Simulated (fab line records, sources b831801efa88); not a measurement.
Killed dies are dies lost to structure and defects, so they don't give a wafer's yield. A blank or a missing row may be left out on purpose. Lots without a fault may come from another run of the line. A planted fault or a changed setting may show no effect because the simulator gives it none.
Problem report in the 8D (eight disciplines) form, filled by code | flow gf180mcu | the parts of the form that need people (team, actions taken, sign-off) are left out

1. THE PROBLEM
HV_LDD_RS at GF_HV_LDD_RS_MEAS_53 reads a mean of 450.8 ohm/sq on 6 wafers of 2 lots; wafers without a fault read 418.7 ohm/sq with a standard deviation of 0.79. That is +41 standard deviations from the usual mean.
The step: measures by four-point-probe.
First seen on wafer L916.3, day 16 09:57, on film_metro-01. The record holds 39 wafers of 13 lots with a number at this step. Rule for "out", or "out of limits": more than 4 standard deviations from the usual mean. The other wafers with a number count as sound.

2. WHAT IT IS AND WHAT IT IS NOT
question                    | is                           | is not
which readings at this step | HV_LDD_RS                    | -
which lots                  | L916, L917                   | L904, L907, L908, L909, L910, L911, L913, L915, L918, L924, L927
which wafers of those lots  | all that have a number       | -
read on which gauges        | film_metro-01, film_metro-03 | film_metro-04
when                        | from day 16 09:57            | up to then (24 sound wafers); but 9 sound wafers of L918, L924, L927 came after

3. SUSPECTS, AND WHAT RULES EACH OUT
Counting: a tool at a process step up to the reading stays a suspect if it ran every lot that is out and no sound lot after the first of them.
- the gauge at GF_HV_LDD_RS_MEAS_53: ruled out. The wafers that are out were read on 2 gauges (film_metro-01, film_metro-03).
- implanter-03 at GF_HV_LDD_IMPLANT_09: kept. It ran every lot that is out, first L916 (day 13 16:14), and no sound lot after that; its last sound lot up to then is L915 (day 13 14:06). Its own readings are out on those wafers: dose_ions_cm2, faraday_current_uA.
Left after counting: implanter-03 at GF_HV_LDD_IMPLANT_09.

4. THE CAUSE (what the simulator had put in)
Process parameter drift: implanter-03, from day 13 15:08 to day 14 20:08, at GF_HV_LDD_IMPLANT_09. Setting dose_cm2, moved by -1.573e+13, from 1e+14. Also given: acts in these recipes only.
Counting left only this tool.

5. THE CHAIN OF EFFECTS, in route order
Each row: a reading whose mean over the struck wafers that have a number lies more than 3 standard deviations from the usual. Only readings for which the record gives a usual standard deviation are gone through. hours: the time from each lot's start at the first step in this table that gives one to its start at this step, as a median over the lots. sigmas: the change in usual standard deviations.
hours | step                 | reading            | usual        | on struck wafers | change      | sigmas
0     | GF_HV_LDD_IMPLANT_09 | dose_ions_cm2      | 1.0001e+14   | 8.4232e+13       | -1.5778e+13 | -99 or more
0     | GF_HV_LDD_IMPLANT_09 | faraday_current_uA | 564          | 474              | -90         | -8.2
66    | GF_HV_LDD_RS_MEAS_53 | HV_LDD_RS          | 418.7 ohm/sq | 450.8            | +32.1       | +41
The process steps in it:
- GF_HV_LDD_IMPLANT_09
Later measuring or inspecting steps at which every struck wafer that the step has a row for has a number for every such reading, and none has moved that far: GF_V1_RS_MEAS_24.

6. WHAT WOULD HAVE CAUGHT IT SOONER
In this record the first reading out of limits at a measuring or inspecting step was taken at day 16 09:57, 67 hours after the fault began at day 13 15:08.
The tool's own readings at GF_HV_LDD_IMPLANT_09 were out on every struck wafer that the step has a row for (dose_ions_cm2, faraday_current_uA): an alarm limit on them would have fired on the first of those.
All the lots that are out (2) had begun GF_HV_LDD_IMPLANT_09 on implanter-03 by day 16 09:57. A hold on the tool at that time would have spared none of them.
